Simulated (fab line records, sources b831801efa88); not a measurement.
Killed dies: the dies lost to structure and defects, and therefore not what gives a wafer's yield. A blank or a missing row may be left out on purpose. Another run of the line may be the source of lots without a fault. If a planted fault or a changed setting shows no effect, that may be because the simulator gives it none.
Check of tool commonality ; flow sky130 ; 13 lots, 39 wafers sampled

WHAT PROMPTED THE OPENING
Of 13 lots, 2 have the reading GATE_OXIDE_TW flagged at SKY_GATE_OXIDE_TW_MEAS_14. Fault-free wafers read 223.6, with a standard deviation of 2.3.
Rule: flag the lot when none of its wafers has a number, or when each of its wafers that has one lies beyond 4 standard deviations from that mean. The rest of the lots are taken to be sound.

lot;measured;on;GATE_OXIDE_TW, wafer by wafer;flag
L669;day 13 23:26;filmMetro-03;227.3 226.7 226.6;
L670;day 14 07:40;filmMetro-03;225.0 225.4 226.0;
L671;day 14 12:29;filmMetro-04;223.2 223.2 221.2;
L672;day 14 16:05;filmMetro-02;224.1 224.2 223.9;
L674;day 15 12:23;filmMetro-03;224.3 223.1 223.6;
L675;day 15 17:30;filmMetro-03;223.6 225.2 225.0;
L677;day 16 16:15;filmMetro-03;227.7 226.6 227.7;
L683;day 18 18:25;filmMetro-02;259.1 259.1 259.9;FLAGGED
L684;day 19 06:53;filmMetro-04;259.1 257.3 255.8;FLAGGED
L689;day 20 14:49;filmMetro-03;226.0 226.3 227.1;
L690;day 21 03:19;filmMetro-04;221.5 220.7 221.5;
L691;day 21 15:55;filmMetro-04;220.5 222.5 221.5;
L692;day 21 19:44;filmMetro-02;224.5 224.6 225.0;
The numbers of the flagged lots are 258.4 on average: +34.8 against the usual, or +15 standard deviations.

EACH LOT AND THE TOOL IT RAN ON
The record holds 1 process step before the reading, out of a route of 708 steps. Every cell lists first the tool, next ch and the chambers used by the sampled wafers, and last the start.
lot;flag;SKY_GATE_OXIDE_IMPLANT_11
L669;;implanter-04 ch 0, day 13 23:05
L670;;implanter-04 ch 0, day 14 07:19
L671;;implanter-04 ch 0, day 14 12:08
L672;;implanter-02 ch 0, day 14 15:44
L674;;implanter-02 ch 0, day 15 12:04
L675;;implanter-02 ch 0, day 15 17:08
L677;;implanter-03 ch 0, day 16 15:53
L683;FLAGGED;implanter-04 ch 0, day 18 18:04
L684;FLAGGED;implanter-04 ch 0, day 19 06:32
L689;;implanter-02 ch 0, day 20 14:28
L690;;implanter-03 ch 0, day 21 02:58
L691;;implanter-03 ch 0, day 21 15:34
L692;;implanter-04 ch 0, day 21 19:23
These steps, and what they do:
- SKY_GATE_OXIDE_IMPLANT_11
- SKY_GATE_OXIDE_TW_MEAS_14

FLAGGED AGAINST TOTAL, ONE TOOL AT A TIME (gauges that did the reading follow at the end)
step;tool;lots run;flagged;share of the flagged lots;sound lots run after its first flagged lot
SKY_GATE_OXIDE_IMPLANT_11;implanter-02;4;0;none;-
SKY_GATE_OXIDE_IMPLANT_11;implanter-03;3;0;none;-
SKY_GATE_OXIDE_IMPLANT_11;implanter-04;6;2;all;1 (L692)
SKY_GATE_OXIDE_TW_MEAS_14;filmMetro-02;3;1;some;1 (L692)
SKY_GATE_OXIDE_TW_MEAS_14;filmMetro-03;6;0;none;-
SKY_GATE_OXIDE_TW_MEAS_14;filmMetro-04;4;1;some;2 (L690,L691)

WHAT THE TABLE ALLOWS
1 row of the table ran every flagged lot: implanter-04 at SKY_GATE_OXIDE_IMPLANT_11.
- implanter-04 at SKY_GATE_OXIDE_IMPLANT_11 ran 6 lots, 2 of them flagged. After the first flagged lot (L692), sound lots still ran on it; a lasting fault on the whole tool would not permit that. Its own readings lie more than 4 standard deviations out on every wafer of the flagged lots: doseIonsCm2, faradayCurrentUA.
Not one row of the table ran every flagged lot while running no sound lot after the first.

WHAT THE SIMULATOR HAD PUT IN
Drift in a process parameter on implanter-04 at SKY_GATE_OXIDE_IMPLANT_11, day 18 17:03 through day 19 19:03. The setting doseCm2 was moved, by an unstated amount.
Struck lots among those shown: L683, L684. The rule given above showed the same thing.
